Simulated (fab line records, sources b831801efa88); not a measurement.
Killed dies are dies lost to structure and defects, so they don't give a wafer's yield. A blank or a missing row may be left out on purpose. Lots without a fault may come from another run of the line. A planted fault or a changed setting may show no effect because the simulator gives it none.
A struck lot beside a sound one | flow sky130 | 17 steps out of a route of 708
Sound: wafers L539.2, L539.4, L539.5. Struck: wafers L547.2, L547.4, L547.5. The cause comes at the end.
At each step with rows: each side's tool, then ch and its chambers, then its first start. Under that, the readings that differ: sound wafers | struck wafers | difference of the means | sigmas: that difference in standard deviations of wafers without a fault.
alike: readings whose means differ by less than 2 such deviations, and words and numbers that are the same on both sides. not compared: withheld readings, readings that some wafer has no value for, bounds like >300 that may hide the same value, and numbers for which the record gives no deviation and whose values overlap.
The two part at a step that has a row with sigmas, a row that says differs or no value, or rows on one side only. Numbers that don't overlap but have no deviation are shown without sigmas and don't part them. A reading that every wafer of one side lacks parts them only if that side has two wafers or more.

SKY_VT_ADJUST_LVTN_OVL_MEAS_07:
  sound on overlay-01, day 7 00:59; struck on overlay-02, day 9 06:20
  alike: VT_ADJUST_LVTN_OVL
then, 1 step without rows for these wafers: SKY_VT_ADJUST_LVTN_IMPLANT_08.
SKY_VT_ADJUST_LVTN_STRIP_09: strips in O2/N2.
  sound on plasma_asher-03 ch 0,1, day 7 01:19; struck on plasma_asher-03 ch 0,1, day 9 06:31
  alike: chamber_pressure_mTorr, drypump_motor_current_A, oes_product_au, strip_time_to_endpoint_s
  not compared: rf_hours_counter_h
SKY_VT_ADJUST_LVTN_TW_MEAS_10:
  sound on film_metro-02, day 7 01:25; struck on film_metro-02, day 9 06:37
  alike: VT_ADJUST_LVTN_TW
then, 7 steps without rows for these wafers: SKY_VT_ADJUST_LVTN_DEHYDRATE_11 (time 60 s); SKY_VT_ADJUST_LVTN_HMDS_12 (prime time 60 s); SKY_VT_ADJUST_LVTN_COAT_13 (resist thk 1140 nm); SKY_VT_ADJUST_LVTN_SOFTBAKE_14 (time 60 s); SKY_VT_ADJUST_LVTN_EXPOSE_15 (exposes mask HVN STD DERIVED, target cd 600 nm); SKY_VT_ADJUST_LVTN_PEB_16; SKY_VT_ADJUST_LVTN_DEVELOP_17 (develop time 60 s).
SKY_VT_ADJUST_LVTN_OVL_MEAS_18:
  sound on overlay-02, day 7 21:41; struck on overlay-02, day 10 04:44
  reading                    | sound          | struck      | difference | sigmas
  VT_ADJUST_LVTN_01_OVL (nm) | -0.3 -0.2 -1.0 | 2.3 2.2 3.5 | +3.2       | +3
SKY_VT_ADJUST_LVTN_IMPLANT_19:
  sound on implanter-01 ch 0, day 7 21:45; struck on implanter-04 ch 0, day 10 04:47
  alike: end_station_pressure_torr
SKY_VT_ADJUST_LVTN_STRIP_20: strips in O2/N2.
  sound on plasma_asher-01 ch 0,1, day 7 21:52; struck on plasma_asher-03 ch 0,1, day 10 04:55
  alike: chamber_pressure_mTorr, drypump_motor_current_A, oes_product_au, strip_time_to_endpoint_s
  not compared: rf_hours_counter_h
SKY_VT_ADJUST_LVTN_TW_MEAS_21:
  sound on film_metro-03, day 7 21:59; struck on film_metro-02, day 10 05:01
  reading             | sound             | struck            | difference | sigmas
  VT_ADJUST_LVTN_2_TW | 187.5 187.2 187.7 | 182.7 183.1 182.6 | -4.7       | -5
then, 1 step without rows for these wafers: SKY_VT_ADJUST_NCORE_DEHYDRATE_00 (time 60 s).
-- the record jumps here: 38 days lie between the struck wafers' starts before and after (it left off in module VT_ADJUST_NCORE and takes up again in module PAD_OPEN, whose first step shown is number 708 of the route) --
SKY_PAD_OPEN_PROBE_99:
  sound on prober-01, day 46 02:32; struck on prober-01, day 47 23:36
  reading                                    | sound                    | struck                  | difference | sigmas
  killed_at_other                            | 0 0 0                    | 2 2 0                   | +1         | +3
  killed_on_rim                              | 19 22 19                 | 14 9 13                 | -8         | -2
  model.etest.res_pwell_under_gate.rs_ohm_sq | 2282 2301 2289           | 2334 2342 2345          | +50        |
  model.etest.nfet_g5v0d10v5.body_rise_v (V) | 0.6771 0.6756 0.6622     | 0.651 0.6519 0.6572     | -0.018     |
  model.etest.nfet_16v.body_rise_v (V)       | 0.6694 0.6668 0.6555     | 0.6408 0.6445 0.6486    | -0.0193    |
  model.etest.nfet_g5v0d10v5.vt_sat_v (V)    | 0.7737 0.7595 0.7538     | 0.7426 0.7493 0.7336    | -0.0205    |
  model.etest.nfet_g5v0d10v5.vt_v_range      | 0.01789 0.01497 0.008226 | 0.03231 0.02486 0.02694 | +0.01434   |
  alike: killed_at_M0_to_M3, killed_at_M4_up, killed_at_contacts, killed_at_front_end, killed_dies, killed_open, killed_short
  not compared: model.etest.res_pwell_under_gate.rs_ohm_sq_range

WHERE THEY PART
First at SKY_VT_ADJUST_LVTN_OVL_MEAS_18; last, within this record, at SKY_PAD_OPEN_PROBE_99.

WHY: what the simulator had put in
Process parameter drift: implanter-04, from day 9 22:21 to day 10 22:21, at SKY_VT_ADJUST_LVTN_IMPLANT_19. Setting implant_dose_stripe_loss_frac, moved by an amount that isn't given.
